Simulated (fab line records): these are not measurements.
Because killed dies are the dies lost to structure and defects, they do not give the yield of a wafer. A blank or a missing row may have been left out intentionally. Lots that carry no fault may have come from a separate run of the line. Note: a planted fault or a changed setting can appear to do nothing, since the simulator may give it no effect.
Problem report, 8D (eight disciplines) form, completed by code / flow sfq line / the parts of the form that need people (team, actions taken, sign-off) are left out

## 1. WHAT WENT WRONG
At SFQ_TRILAYER_M0_ETCH_METAL_ETCH_024, rf fwd power W averages 691.5 W over 2 wafers from 2 lots, while fault-free wafers read 596.1 W, standard deviation 1.9. Measured from the usual mean, that is +50 standard deviations.
The step: etches Nb in Cl2/Ar, stops on SiO2, target depth 240 nm, time 120 s.
First observed at day 18 06:19: wafer L220.1, on rie metal-02. Wafers with a number at this step in the record: 42, from 14 lots. Rule for "out" (also "out of limits"): further than 4 standard deviations from the usual mean. The rest of the wafers with a number are treated as sound.

## 2. WHAT THIS IS AND IS NOT
question=which readings at this step | is=rf fwd power W | is not=bias w, drypump motor current A, oes product au
question=which lots | is=L220, L222 | is not=L209, L211, L212, L213, L214, L215, L217, L218, L219, L224, L230, L231
question=which wafers of those lots | is=L220.1, L222.1 | is not=L220.2, L220.4, L222.3, L222.6
question=read on which tools | is=rie metal-02 | is not=rie metal-03, rie metal-04
question=when | is=from day 18 06:19 | is not=up to then (29 sound wafers); but 11 sound wafers of L222, L224, L230, L231 came after

## 3. WHAT RULES OUT EACH SUSPECT
Counting: any tool at a process step up to the reading remains a suspect provided it ran every lot that is out. Sound lots after the first of them don't rule it out here, since some wafers of a struck lot are sound.
- rie metal-03 at SFQ_TRILAYER_L0_BARC_OPEN_METAL_ETCH_010 (etches BARC in O2, target depth 125 nm, time 41.7 s): kept. Ran every lot that is out, first one L220 (day 8 07:02); last sound lot up to then L212 (day 5 10:08).
- rie metal-02 at SFQ_TRILAYER_M0_ETCH_METAL_ETCH_024 (etches Nb in Cl2/Ar, stops on SiO2, target depth 240 nm, time 120 s): kept. Ran every lot that is out, first one L220 (day 18 06:19); last sound lot up to then L219 (day 17 23:10). Out on those wafers are its own readings of rf fwd power W.
- The sound lot-mates ran in chamber 0 of rie metal-02 at SFQ_TRILAYER_M0_ETCH_METAL_ETCH_024, but the wafers that are out ran in chamber 1.
The count leaves rie metal-02 at SFQ_TRILAYER_M0_ETCH_METAL_ETCH_024 and rie metal-03 at SFQ_TRILAYER_L0_BARC_OPEN_METAL_ETCH_010.

## 4. THE CAUSE (what the simulator had put in)
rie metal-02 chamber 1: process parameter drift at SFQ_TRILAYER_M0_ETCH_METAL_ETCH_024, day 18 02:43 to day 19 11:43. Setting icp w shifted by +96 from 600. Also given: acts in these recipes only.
Counting leaves 2 suspects; this tool is one of them.

## 5. SEQUENCE OF EFFECTS, ordered by route
One row per reading whose mean, taken over the struck wafers that have a number, lies over 3 standard deviations from the usual. Readings are gone through only where the record gives a usual standard deviation; hours: the median, over the lots, of the time from a lot's start at the first step in this table giving one to that lot's start at this step; sigmas: the change measured in usual standard deviations.
hours=0; step=SFQ_TRILAYER_M0_ETCH_METAL_ETCH_024; reading=rf fwd power W; usual=596.1 W; on struck wafers=691.5; change=+95.4; sigmas=+50
The process steps in it:
- SFQ_TRILAYER_M0_ETCH_METAL_ETCH_024: etches Nb in Cl2/Ar, stops on SiO2, target depth 240 nm, time 120 s.

## 6. WHAT WOULD HAVE CAUGHT IT SOONER
First out-of-limits reading in this record: day 18 06:19, which is 4 hours after fault onset at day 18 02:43.
